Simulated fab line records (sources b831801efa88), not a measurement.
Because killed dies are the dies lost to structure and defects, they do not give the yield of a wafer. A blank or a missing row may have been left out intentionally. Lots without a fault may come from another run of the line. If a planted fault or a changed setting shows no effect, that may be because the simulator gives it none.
A lot that was struck, set against a sound lot	flow sky130	15 steps out of a route of 708
Sound: these wafers, L926.1, L926.3, L926.5. The struck wafers were L923.2, L923.5, L923.6. Last of all comes the cause.
At each step with rows: each side's tool, then ch and its chambers, then its first start. Under that, the readings that differ: sound wafers	struck wafers	difference of the means	sigmas: that difference in standard deviations of wafers without a fault.
alike: same words and numbers on both sides, and readings whose means sit less than 2 such deviations apart. not compared: any withheld reading, any reading some wafer has no value for, any bound like >300 that may hide the same value, and any number with overlapping values for which the record gives no deviation.
The two part at a step that has a row with sigmas, a row that says differs or no value, or rows on one side only. When numbers do not overlap yet have no deviation, they are printed without sigmas and do not part them. A reading that every wafer of one side lacks parts them only if that side has two wafers or more.

SKY_CAP2M_SPUTTER_02: material TiN, target thk 200 nm, time 166.7 s.
  struck on pvd-sputter-02, day 41 21:58; sound on pvd-sputter-04, day 42 10:17
  alike: substrate-temp-c, throttle-valve-pct
SKY_CAP2M_RS_MEAS_03: the measuring method here is four-point-probe.
  struck on film-metro-03, day 41 22:06; sound on film-metro-03, day 42 10:23
  alike: CAP2M_TIN_RS
SKY_CAP2M_THK_MEAS_04: measures by xrf.
  struck on film-metro-03, day 41 22:13; sound on film-metro-03, day 42 10:31
  alike: CAP2M_TIN_THK
then, 7 steps without rows for these wafers: SKY_CAP2M_DEHYDRATE_05 (time 60 s); SKY_CAP2M_HMDS_06 (prime time 60 s); SKY_CAP2M_COAT_07 (resist thk 1140 nm); SKY_CAP2M_SOFTBAKE_08 (time 58.67 s); SKY_CAP2M_EXPOSE_09 (exposes mask CAP2M, target cd 1000 nm); SKY_CAP2M_PEB_10; SKY_CAP2M_DEVELOP_11 (develop time 60 s).
SKY_CAP2M_OVL_MEAS_12:
  struck on overlay-01, day 42 21:16; sound on overlay-02, day 43 09:52
  alike: CAP2M_OVL
SKY_CAP2M_METAL_ETCH_13: etches TiN in Cl2/BCl3, stops on SiO2, target depth 220 nm, time 62.9 s.
  sound on rie-metal-01 ch 0, day 43 09:54; struck on rie-metal-01 ch 0, day 42 21:19
  alike: bcl3-flow-sccm, drypump-motor-current-A, oes-product-au, throttle-valve-pct
  not compared: rf-hours-counter-h
SKY_CAP2M_STRIP_14: strips in O2/N2.
  sound on plasma-asher-01 ch 0,1, day 43 10:03; struck on plasma-asher-03 ch 0,1, day 42 21:27
  no value came back on the struck wafers for chamber-pressure-mTorr (mTorr), drypump-motor-current-A (A), oes-product-au (a.u.), strip-time-to-endpoint-s (s); on the sound wafers chamber-pressure-mTorr (mTorr) reads 1499.1 1500.3 1498.5
reading	sound	struck	difference	sigmas
model.NOVOLAK_of_CAP2M_COAT_07.thk-nm (nm)	0 0 0	993.3 996.2 997.1	+995.5	
  not compared: rf-hours-counter-h
then, 1 step without rows for these wafers: SKY_CAP2M_STRIP_15 (strips in post etch residue remover, time 1200 s).
-- the record jumps here: 5 days lie between the struck wafers' starts before and after (it left off in module CAP2M and takes up again in module PAD_OPEN, whose first step shown is number 708 of the route) --
SKY_PAD_OPEN_PROBE_99:
  struck on prober-02, day 47 15:40; sound on prober-02, day 48 02:05
reading	sound	struck	difference	sigmas
hold	- - -	await-dispo/0.8h/scrap await-dispo/0.8h/scrap await-dispo/0.8h/scrap	no value on the sound wafers	
defect-limited-yield (%)	78.9 81.3 86.4	0.6 0.2 0.2	-81.9	-39
killed_at_M0_to_M3	64 39 34	5 15 9	-36	-5
killed-at-contacts	21 31 21	3 4 7	-20	-3
killed-at-front-end	18 17 6	2 3 3	-11	-2
killed-at-other	1 1 2	478 469 471	+471	+99 or more
killed-dies	104 92 67	489 491 491	+403	+40
killed-on-rim	31 16 15	96 96 96	+75	+18
killed-open	55 55 38	5 13 10	-40	-5
killed-short	49 36 27	6 9 10	-29	-4
sort_bin_3_pad_short (%)	1.0 0.6 1.2	23.2 25.2 22.6	+22.7	+54
sort_bin_5_function (%)	11.8 11.0 8.3	74.2 73.4 74.0	+63.5	+37
sort_bin_6_memory (%)	8.3 7.1 4.1	2.0 1.2 3.3	-4.3	-4
sort-n-pass	388 400 425	3 1 1	-403	-40
sort-yield-pct (%)	78.9 81.3 86.4	0.6 0.2 0.2	-81.9	-39
  alike: killed_at_M4_up

== WHERE THEY PART ==
Last at SKY_PAD_OPEN_PROBE_99 as far as this record goes, first at SKY_CAP2M_STRIP_14.

WHY: what the simulator had put in
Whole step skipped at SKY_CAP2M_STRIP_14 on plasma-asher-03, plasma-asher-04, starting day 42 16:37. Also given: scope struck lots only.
